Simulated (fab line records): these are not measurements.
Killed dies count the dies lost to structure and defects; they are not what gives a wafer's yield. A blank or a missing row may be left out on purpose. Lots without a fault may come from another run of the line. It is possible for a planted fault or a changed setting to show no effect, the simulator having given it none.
A lot that was struck, set against a sound lot -- flow sky130 -- 43 steps out of a route of 708
Sound: wafers L844.1, L844.4, L844.6. Struck: wafers L849.1, L849.5, L849.6. The cause comes at the end.
For every step that has rows: the tool of each side, followed by ch and its chambers, followed by its first start. Under that, the readings that differ: sound wafers -- struck wafers -- difference of the means -- sigmas: that difference in standard deviations of wafers without a fault.
alike: readings with means less than 2 such deviations apart, plus words and numbers identical on both sides. not compared: withheld readings, readings lacking a value on some wafer, bounds such as >300 that could conceal the same value, and numbers that have no deviation in the record and whose values overlap.
Wherever a step has rows on one side only, a row that says differs or no value, or a row with sigmas, the two part there. When numbers do not overlap yet have no deviation, they are printed without sigmas and do not part them. Lack of a reading on every wafer of one side parts them only where that side has two or more wafers.

first, 6 steps without rows for these wafers: SKY_VIA3_COAT_06 (resist thk 60 nm); SKY_VIA3_COAT_07 (resist thk 450 nm); SKY_VIA3_SOFTBAKE_08 (time 90 s); SKY_VIA3_EXPOSE_09 (exposes mask VIM3, target cd 200 nm); SKY_VIA3_PEB_10; SKY_VIA3_DEVELOP_11 (develop time 60 s).
SKY_VIA3_CD_MEAS_12 targets a cd of 200 nm.
  sound: cd-sem-01 at day 40 21:53; struck: cd-sem-01 at day 41 20:41
  alike: cd-nm
SKY_VIA3_OVL_MEAS_13:
  sound: overlay-01 at day 40 22:01; struck: overlay-02 at day 41 20:49
  alike: VIA3_OVL
then, 1 step without rows for these wafers: SKY_VIA3_ETCH_14 (etches BARC in N2/H2, stops on SiO2, time 45.9 s, target depth 60 nm).
SKY_VIA3_ETCH_15: etches SiO2 in C4F8/O2/Ar, stops on TiN, target depth 507 nm, time 78 s.
  sound on rie-diel-03 ch 0,1,3, day 40 22:05; struck on rie-diel-04 ch 0,3, day 41 20:53
  alike: bias-w, oes-product-au
  not compared: rf-hours-counter-h
then, 2 steps without rows for these wafers: SKY_VIA3_STRIP_16 (strips in O2/N2); SKY_VIA3_STRIP_17 (strips in post etch residue remover, time 1200 s).
SKY_VIA3_CLEAN_18: cleans in IPA, time 180 s.
  sound on wet-bench-02 ch 0, day 40 22:35; struck on wet-bench-02 ch 0, day 41 21:23
then, 1 step without rows for these wafers: SKY_VIA3_CLEAN_19 (cleans in O3/DIW).
SKY_VIA3_SPUTTER_20: material TiN, target thk 20 nm, time 80 s.
  sound: pvd-sputter-01 at day 40 22:44; struck: pvd-sputter-02 at day 41 21:33
  alike: throttle-valve-pct
SKY_VIA3_CVD_21: deposits W, target thk 390 nm, time 117.31 s.
  sound on cvd-w-02 ch 0,1, day 40 22:48; struck on cvd-w-01 ch 0,1, day 41 21:37
  alike: chamber-pressure-Torr, heater-power-w
  not compared: since-wet-clean-h
SKY_VIA3_RS_MEAS_22: uses a four-point probe to measure.
  sound: film-metro-01 at day 40 22:56; struck: film-metro-03 at day 41 21:44
  alike: VIA3_W_RS
SKY_VIA3_THK_MEAS_23: measures by xrf.
  sound: film-metro-01 at day 40 23:03; struck: film-metro-03 at day 41 21:52
  alike: VIA3_W_THK
then, 5 steps without rows for these wafers: SKY_VIA3_CMP_24 (polishes, stops on SiO2, t overpolish 20 s, target thk 0 nm); SKY_METAL4_SPUTTER_00 (material Ti, target thk 15 nm, time 10 s); SKY_METAL4_SPUTTER_01 (material TiN, target thk 20 nm, time 16.7 s); SKY_METAL4_SPUTTER_02 (material AlCu, target thk 735 nm, time 39.1 s); SKY_METAL4_SPUTTER_03 (material Ti, target thk 5 nm, time 3.3 s).
SKY_METAL4_SPUTTER_04: material TiN, target thk 70 nm, time 58.3 s.
  sound: pvd-sputter-04 at day 40 23:31; struck: pvd-sputter-01 at day 41 22:23
  alike: throttle-valve-pct
then, 1 step without rows for these wafers: SKY_CAP2M_CVD_00 (deposits SiO2, target thk 15.5 nm).
SKY_CAP2M_THK_MEAS_01:
  sound: film-metro-02 at day 40 23:35; struck: film-metro-01 at day 41 22:29
  alike: CAP2M_CVD_00_THK
SKY_CAP2M_SPUTTER_02: material TiN, target thk 200 nm, time 166.7 s.
  sound: pvd-sputter-02 at day 40 23:39; struck: pvd-sputter-04 at day 41 22:32
  alike: throttle-valve-pct
SKY_CAP2M_RS_MEAS_03: uses a four-point probe to measure.
  sound: film-metro-03 at day 40 23:46; struck: film-metro-03 at day 41 22:39
  alike: CAP2M_TIN_RS
SKY_CAP2M_THK_MEAS_04: measures by xrf.
  sound: film-metro-03 at day 40 23:53; struck: film-metro-03 at day 41 22:46
reading,sound,struck,difference,sigmas
CAP2M_TIN_THK (nm),203.9 203.5 204.6,199.2 200.0 198.4,-4.8,-2
then, 7 steps without rows for these wafers: SKY_CAP2M_DEHYDRATE_05 (time 60 s); SKY_CAP2M_HMDS_06 (prime time 60 s); SKY_CAP2M_COAT_07 (resist thk 1140 nm); SKY_CAP2M_SOFTBAKE_08 (time 60 s); SKY_CAP2M_EXPOSE_09 (exposes mask CAP2M, target cd 1000 nm); SKY_CAP2M_PEB_10; SKY_CAP2M_DEVELOP_11 (develop time 60 s).
SKY_CAP2M_OVL_MEAS_12:
  sound: overlay-01 at day 41 22:54; struck: overlay-02 at day 42 21:51
  alike: CAP2M_OVL
then, 5 steps without rows for these wafers: SKY_CAP2M_METAL_ETCH_13 (etches TiN in Cl2/BCl3, stops on SiO2, target depth 220 nm, time 62.9 s); SKY_CAP2M_STRIP_14 (strips in O2/N2); SKY_CAP2M_STRIP_15 (strips in post etch residue remover, time 1200 s); SKY_CAP2M_CLEAN_16 (cleans in IPA, time 180 s); SKY_CAP2M_CLEAN_17 (cleans in O3/DIW).
-- the record jumps here: 5 days lie between the struck wafers' starts before and after (it left off in module CAP2M and takes up again in module PAD_OPEN, whose first step shown is number 708 of the route) --
SKY_PAD_OPEN_PROBE_99:
  sound: prober-02 at day 46 18:49; struck: prober-02 at day 47 14:55
reading,sound,struck,difference,sigmas
defect-limited-yield (%),83.3 81.3 81.1,70.3 74.0 72.6,-9.6,-5
killed_at_M0_to_M3,40 46 49,101 92 102,+53,+7
killed-at-other,3 2 1,0 1 1,-1,-2
killed-dies,82 92 93,146 128 135,+47,+5
sort_bin_3_pad_short (%),0.4 1.2 1.2,3.9 2.6 3.3,+2.3,+5
sort_bin_5_function (%),10.2 11.4 12.4,17.1 15.4 17.5,+5.3,+4
sort-n-pass,410 400 399,346 364 357,-47,-5
sort-yield-pct (%),83.3 81.3 81.1,70.3 74.0 72.6,-9.6,-5
model.etest.tester.sort-n-pass,410 400 399,346 364 357,-47,
model.etest.tester.sort-yield-pct (%),83.33 81.3 81.1,70.33 73.98 72.56,-9.62,
model.etest.tester.sort_bin_5_pct (%),10.16 11.38 12.4,17.07 15.45 17.48,+5.35,
model.etest.tester.sort_bin_3_pct (%),0.4065 1.22 1.22,3.862 2.642 3.252,+2.303,
  alike: killed_at_M4_up, killed-at-contacts, killed-at-front-end, killed-open, killed-short, sort_bin_6_memory

== WHERE THEY PART ==
First at SKY_CAP2M_THK_MEAS_04; last, within this record, at SKY_PAD_OPEN_PROBE_99.

WHY: the cause the simulator had injected
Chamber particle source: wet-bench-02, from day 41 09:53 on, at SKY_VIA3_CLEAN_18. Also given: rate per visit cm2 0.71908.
